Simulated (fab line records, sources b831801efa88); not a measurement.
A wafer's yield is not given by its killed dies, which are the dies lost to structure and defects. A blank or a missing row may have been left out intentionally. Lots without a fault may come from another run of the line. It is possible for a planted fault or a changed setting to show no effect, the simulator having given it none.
Which tool did it?	flow gf180mcu	Sampling: 11 lots, 33 wafers, 2 of 602 route steps

## WHAT THE GAUGES READ, wafer by wafer
GF_CONTACT_RS_MEAS_25: a four-point-probe measurement.
lot	measured	on	CONTACT_W_RS (ohm/sq)
L326	day 16 09:52	filmMetro-02	0.389 0.385 0.381
L331	day 18 09:42	filmMetro-01	0.390 0.387 0.386
L332	day 18 17:14	filmMetro-02	0.228 0.226 0.226
L333	day 19 04:03	filmMetro-02	0.227 0.225 0.225
L335	day 19 21:12	filmMetro-04	0.385 0.393 0.384
L342	day 22 07:57	filmMetro-04	0.393 0.395 0.392
L343	day 23 00:46	filmMetro-02	0.382 0.387 0.383
L345	day 23 12:51	filmMetro-01	0.391 0.394 0.394
L346	day 23 16:50	filmMetro-02	0.383 0.389 0.389
L348	day 24 10:43	filmMetro-04	0.381 0.379 0.390
L347	day 24 11:31	filmMetro-01	0.387 0.386 0.378

## WHICH TOOL RAN EACH LOT (tool, then ch and the chambers of the sampled wafers, then the start)
lot	GF_CONTACT_CVD_24
L326	cvdW-02 ch 0,1, day 16 09:46
L331	cvdW-01 ch 0,1, day 18 09:35
L332	cvdW-01 ch 0,1, day 18 17:08
L333	cvdW-01 ch 0,1, day 19 03:56
L335	cvdW-02 ch 0,1, day 19 21:05
L342	cvdW-01 ch 0,1, day 22 07:51
L343	cvdW-02 ch 0,1, day 23 00:40
L345	cvdW-01 ch 1, day 23 12:44
L346	cvdW-02 ch 0,1, day 23 16:43
L348	cvdW-01 ch 0,1, day 24 10:37
L347	cvdW-01 ch 0,1, day 24 11:25
- GF_CONTACT_CVD_24: deposits W, target thk 300 nm, time 90.339 s.

## THE ANSWER, worked out from the rows above alone
Rule: the usual values come from the lots themselves. Put in order of their means at a reading, lots are off if they are a third of the lots or fewer, leave a main group of 4 or more, and stand apart from it by a gap of 3 or more times the standard deviation of the main group's means; of several such gaps the widest counts. A main group whose means are all the same, to the digits that the tables above print for the reading, isn't used. Also off: a lot with no number at a reading for which 4 or more lots have one. Any other lot the step has rows for is counted as sound.
Off: L332, L333, at GF_CONTACT_RS_MEAS_25 (CONTACT_W_RS). The main group has a mean of 0.387 ohm/sq with a standard deviation of 0.0036.
If a tool, at a process step before that reading, ran all the lots that are off and no sound lot after the first of them, it fits. Gauges at GF_CONTACT_RS_MEAS_25: tried the same way as those tools. Of those tried, none fits.

## WHAT THE SIMULATOR PUT IN
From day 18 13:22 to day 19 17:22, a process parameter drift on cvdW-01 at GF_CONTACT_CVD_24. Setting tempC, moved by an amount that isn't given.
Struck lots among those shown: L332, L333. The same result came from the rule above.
